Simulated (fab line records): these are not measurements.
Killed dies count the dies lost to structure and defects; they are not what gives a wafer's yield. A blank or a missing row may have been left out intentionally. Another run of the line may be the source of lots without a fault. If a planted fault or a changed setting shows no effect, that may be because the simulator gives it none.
Chamber matching    flow gf180mcu    cmp-02 running GF_V3_CMP_04: 4 sister chambers
The step polishes SiO2. 24 wafers are shown with their chamber, then 12 later ones without.

== WAFERS WITH THEIR CHAMBER ==
wafer   chamber  motor_current_A (A)  slurry_filter_dp_kPa (kPa)  slurry_flow_ml_min
L074.2  3        13.3                 13.45                       150.2
L074.3  1        11.4                 13.77                       150.6
L074.5  3        13.5                 13.64                       150.8
L075.2  0        13.2                 13.45                       149.7
L075.4  1        11.1                 13.26                       149.4
L075.6  1        11.4                 13.65                       150.1
L078.3  3        14.2                 13.41                       150.2
L078.4  1        10.9                 13.44                       150.3
L078.6  0        13.5                 13.61                       149.2
L080.3  3        13.5                 13.49                       150.1
L080.5  3        13.8                 13.45                       150.5
L080.6  2        13.1                 13.74                       149.6
L082.3  0        13.5                 13.50                       150.2
L082.4  1        11.4                 13.35                       149.5
L082.5  1        11.4                 13.36                       150.3
L085.4  0        13.9                 13.47                       149.5
L085.5  1        11.5                 13.40                       149.9
L085.6  0        14.0                 13.44                       150.1
L084.2  0        13.8                 13.35                       150.2
L084.5  1        11.4                 13.47                       150.3
L084.6  2        12.7                 13.69                       150.5
L088.2  1        11.4                 13.38                       150.2
L088.5  1        11.7                 13.54                       150.3
L088.6  2        12.5                 13.49                       149.1

SIGNATURES, as means of the wafers listed above
reading               chamber 0  chamber 1  chamber 2  chamber 3  scatter within a chamber
motor_current_A       13.650     11.360     12.767     13.660     0.279
slurry_filter_dp_kPa  13.4700    13.4620    13.6400    13.4880    0.125
slurry_flow_ml_min    149.817    150.090    149.733    150.360    0.419
Rule: distance of a wafer from a chamber = root of the sum over the readings of ((wafer's reading minus chamber's mean) / reading's scatter) squared. If the next closest chamber is less than 2 further off than the closest, the wafer can't be placed; otherwise it belongs to the closest. The scatter is the square root of a quotient: the sum, over the shown wafers, of each reading's squared deviation from its chamber's mean, divided by wafers minus chambers.

== WAFERS WITHOUT THEIR CHAMBER ==
wafer   motor_current_A (A)  slurry_filter_dp_kPa (kPa)  slurry_flow_ml_min
L090.2  13.6                 13.38                       150.0
L090.3  10.8                 13.34                       149.4
L090.5  11.3                 13.27                       149.1
L091.1  11.0                 13.28                       150.0
L091.2  13.1                 13.34                       150.7
L091.4  12.7                 13.30                       150.1
L094.2  12.2                 13.55                       150.8
L094.3  13.8                 13.11                       151.0
L094.4  11.7                 13.49                       150.0
L097.3  13.9                 13.58                       149.2
L097.4  10.8                 13.50                       150.6
L097.5  12.0                 13.50                       150.1

== EACH ONE'S CHAMBER ==
wafer   from the rows above           in truth
L090.2  can't be placed: 0 or 3       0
L090.3  1                             1
L090.5  1                             1
L091.1  1                             1
L091.2  can't be placed: 3 or 0 or 2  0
L091.4  can't be placed: 2 or 0 or 3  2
L094.2  can't be placed: 2 or 1       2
L094.3  can't be placed: 3 or 0       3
L094.4  1                             1
L097.3  can't be placed: 0 or 3       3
L097.4  1                             1
L097.5  can't be placed: 1 or 2       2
Correctly placed: 5 of 12. From these rows, 7 cannot be placed; in 7 the true chamber is one of the candidates. Number placed wrongly: 0.
